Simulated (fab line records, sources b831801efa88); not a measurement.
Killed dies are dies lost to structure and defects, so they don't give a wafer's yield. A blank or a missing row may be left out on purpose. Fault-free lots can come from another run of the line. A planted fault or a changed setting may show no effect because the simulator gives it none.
2 desks, one fault	flow sfq_line	each desk has only its own numbers; what lay behind them comes last

== THE METROLOGY DESK ==
What the gauges read, lot by lot, whatever tool the lot ran on: means of the sampled wafers that have a number. If a lot's mean is further than 4 standard deviations from the usual mean, the lot is out of limits and carries the mark OUT (the distance appears in the brackets).
Columns: A = I7_OVL at SFQ_I7_OVL_MEAS_947, usual -2 nm
lot	first seen here	A
L927	day 72 07:07	-2
L928	day 72 08:19	-3
L930	day 72 16:35	-7
L931	day 72 17:47	-2
L932	day 72 20:11	2
L933	day 72 21:23	-5
L935	day 79 21:25	0
L936	day 79 22:38	-9
L937	day 79 23:50	-3
L939	day 80 02:13	-9
L945	day 81 10:19	-4
L947	day 82 08:15	5
L949	day 82 23:15	-1
L950	day 88 04:13	5
This desk found nothing out of limits on any of the 14 lots.

== AT THE TOOL OWNER'S DESK: rie_metal-04 ==
The tool's own readings at SFQ_TRILAYER_M7_BARC_OPEN_METAL_ETCH_229 (etches BARC in O2, target depth 125 nm, time 41.7 s): means of the sampled wafers that have a number, for each lot that ran on this tool. If a lot's mean is further than 4 standard deviations from the usual mean, the lot is out of limits and carries the mark OUT (the distance appears in the brackets).
Columns: A = drypump_motor_current_A at SFQ_TRILAYER_M7_BARC_OPEN_METAL_ETCH_229, usual 5.8 A; B = oes_product_au at SFQ_TRILAYER_M7_BARC_OPEN_METAL_ETCH_229, usual 0.685 a.u.; C = rf_fwd_power_W at SFQ_TRILAYER_M7_BARC_OPEN_METAL_ETCH_229, usual 592 W
lot	first seen here	A	B	C
L928	day 67 16:00	5.5	0.684	592
L931	day 67 19:36	5.7	0.686	589
L937	day 79 00:34	5.7	0.688	589
L939	day 79 04:10	5.5	0.687	591
L945	day 81 02:32	5.5	0.681	526 (-21) OUT
L947	day 81 23:02	5.5	0.682	527 (-21) OUT
This desk's verdict: out of limits on L945, L947, starting with L945 at day 81 02:32 (rf_fwd_power_W at SFQ_TRILAYER_M7_BARC_OPEN_METAL_ETCH_229). Within limits: L928, L931, L937, L939.

== PUT TOGETHER ==
An alarm could have come from the tool owner's desk at day 81 02:32, on L945, L947.
Metrology desk: nothing out of limits seen.
The metrology desk holds a record of L945, L947, inside its limits.
SFQ_TRILAYER_M7_BARC_OPEN_METAL_ETCH_229 was run on rie_metal-04 by each of the lots named.

== WHAT THE SIMULATOR HAD INSERTED ==
rie_metal-04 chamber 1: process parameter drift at SFQ_TRILAYER_M7_BARC_OPEN_METAL_ETCH_229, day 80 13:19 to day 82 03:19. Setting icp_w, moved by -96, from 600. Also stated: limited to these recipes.
Struck lots among those shown: L945, L947.
Hours from the fault's start to each desk's first reading out of limits: the tool owner's desk, 13.
